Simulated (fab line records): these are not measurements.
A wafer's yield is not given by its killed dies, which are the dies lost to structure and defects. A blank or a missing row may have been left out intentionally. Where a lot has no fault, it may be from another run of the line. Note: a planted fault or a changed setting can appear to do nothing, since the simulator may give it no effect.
One fault seen from 2 desks    flow sky130    numbers are kept per desk, each desk with only its own; the story behind them comes last

== AT THE METROLOGY DESK ==
What the gauges read for every lot (on any tool): the sampled wafers with a number, averaged. If a lot's mean is further than 4 standard deviations from the usual mean, the lot is out of limits and carries the mark OUT (the distance appears in the brackets).
Columns: A = NWELL_00_OVL at SKY_NWELL_OVL_MEAS_10, usual -0.9 nm; B = NWELL_01_OVL at SKY_NWELL_OVL_MEAS_23, usual -0.7 nm; C = cdNm at SKY_VT_ADJUST_NCORE_CD_MEAS_07, usual 379.5 nm; D = VT_ADJUST_HVTR_TW at SKY_VT_ADJUST_HVTR_TW_MEAS_11, usual 208.4; E = VT_ADJUST_PCH_TW at SKY_VT_ADJUST_PCH_TW_MEAS_10, usual 141.6
lot   first seen here  A     B     C      D                E
L585  day 5 04:16      -1.3  -0.4  382.0  209.2            140.9
L587  day 5 14:23      -2.2  0.0   383.1  208.8            141.0
L588  day 5 19:34      -0.3  -2.3  379.9  209.9            142.3
L594  day 7 07:49      0.2   -1.3  -      258.0 (+50) OUT  229.5 (+94) OUT
L595  day 7 15:28      -2.0  -0.6  -      258.8 (+50) OUT  228.3 (+93) OUT
L601  day 8 22:16      0.1   -0.2  375.4  208.8            140.7
L602  day 9 03:10      -1.5  -0.4  380.3  210.1            144.0
L603  day 9 11:10      1.2   0.8   379.7  208.1            141.6
L604  day 9 15:59      -1.9  -1.8  379.1  208.2            141.8
L605  day 10 00:41     -0.9  -3.3  378.9  207.7            142.8
L606  day 10 07:47     -2.2  0.9   380.0  208.4            140.9
This desk's finding: out of limits on L594, L595; first on L594, day 12 22:34 (VT_ADJUST_HVTR_TW at SKY_VT_ADJUST_HVTR_TW_MEAS_11). In limits: L585, L587, L588, L601, L602, L603, L604, L605, L606.

== THE TOOL OWNER'S DESK: lithoTrack-01 ==
The tool's own readings at SKY_VT_ADJUST_NCORE_COAT_02 (resist thk 1154 nm): means of the sampled wafers that have a number, for each lot that ran on this tool. If a lot's mean is further than 4 standard deviations from the usual mean, the lot is out of limits and carries the mark OUT (the distance appears in the brackets).
Columns: A = chillPlateTempC at SKY_VT_ADJUST_NCORE_COAT_02, usual 22.98 C; B = dispensePressureKPa at SKY_VT_ADJUST_NCORE_COAT_02, usual 46.6 kPa
lot   first seen here  A      B
L587  day 9 08:27      22.93  47.2
L588  day 9 15:09      22.95  47.2
L603  day 13 21:36     22.98  47.2
L605  day 14 14:01     23.03  47.2
L606  day 14 23:12     23.02  47.2
Result from this desk: across the 5 lots, nothing is out of limits.

== ALL TOGETHER ==
On L594, L595, the metrology desk was in a position to raise an alarm at day 12 22:34.
The desk of the tool owner found nothing out of limits.
The tool owner's desk has no number on record for L594, L595.
Of the lots named, all ran SKY_VT_ADJUST_NCORE_COAT_02 on lithoTrack-01.

== WHAT THE SIMULATOR HAD PUT IN ==
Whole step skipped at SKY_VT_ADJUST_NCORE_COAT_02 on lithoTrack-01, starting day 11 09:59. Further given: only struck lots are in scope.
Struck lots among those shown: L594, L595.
Time in hours between the start of the fault and the first out-of-limits reading at each desk: metrology desk, 37.
